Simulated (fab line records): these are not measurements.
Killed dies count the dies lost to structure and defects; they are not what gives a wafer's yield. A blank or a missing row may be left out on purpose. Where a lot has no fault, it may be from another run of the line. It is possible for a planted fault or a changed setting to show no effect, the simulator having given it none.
Problem report in the 8D (eight disciplines) form, filled by code | flow gf180mcu | the parts of the form that need people (team, actions taken, sign-off) are left out

1. WHAT WENT WRONG
Wafers without a fault read 25.01 C, standard deviation 0.091; tempC at GF_SAB_WET_ETCH_12 reads a mean of 18.18 C on 6 wafers belonging to 2 lots. Measured from the usual mean, that is -75 standard deviations.
The step: etches SiO2 in dHF, target depth 22 nm, time 440 s.
First observed at day 20 22:08: wafer L133.1, on wetBench-03. At this step, 40 wafers from 14 lots have a number in the record. Rule for "out" (also "out of limits"): further than 4 standard deviations from the usual mean. The rest of the wafers with a number are treated as sound.

2. WHAT THIS IS AND IS NOT
question                    | is                     | is not
which readings at this step | tempC, bathHeatDutyPct | -
which lots                  | L133, L136             | L117, L118, L120, L121, L122, L123, L124, L126, L127, L128, L130, L132
which wafers of those lots  | all that have a number | -
read on which tools         | wetBench-03            | wetBench-01, wetBench-02
when                        | from day 20 22:08      | up to then (34 sound wafers)

3. WHAT RULES OUT EACH SUSPECT
Counting: a tool at a process step up to the reading stays a suspect if it ran every lot that is out and no sound lot after the first of them.
- wetBench-03 at GF_SAB_WET_ETCH_12 (etches SiO2 in dHF, target depth 22 nm, time 440 s): kept. All lots that are out passed through it, beginning with L133 at day 20 22:08, and no sound lot followed; its final sound lot before that point was L132 at day 20 17:35. Its own bathHeatDutyPct, tempC readings are out on those wafers.
After counting, what remains is wetBench-03 at GF_SAB_WET_ETCH_12.

4. THE CAUSE (what the simulator had put in)
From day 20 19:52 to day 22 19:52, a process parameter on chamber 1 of wetBench-03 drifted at GF_SAB_WET_ETCH_12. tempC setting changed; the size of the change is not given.
After counting, this tool was the only one left.

5. SEQUENCE OF EFFECTS, ordered by route
Rows list readings where the struck wafers' mean (over those with a number) sits beyond 3 standard deviations from the usual. Only readings whose record carries a usual standard deviation are examined. hours: median over the lots of the time between each lot's start at the first step of this table that gives one and its start at this step. sigmas: the change, counted in usual standard deviations.
hours | step               | reading         | usual   | on struck wafers | change | sigmas
0     | GF_SAB_WET_ETCH_12 | bathHeatDutyPct | 6.5 %   | 0.0              | -6.5   | -8.8
0     | GF_SAB_WET_ETCH_12 | tempC           | 25.01 C | 18.18            | -6.83  | -75
Here are the process steps it includes:
- GF_SAB_WET_ETCH_12: etches SiO2 in dHF, target depth 22 nm, time 440 s.

6. HOW IT WOULD HAVE BEEN CAUGHT EARLIER
In this record no reading fell out of limits until day 20 22:08, 2 hours after the fault had begun at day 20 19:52.
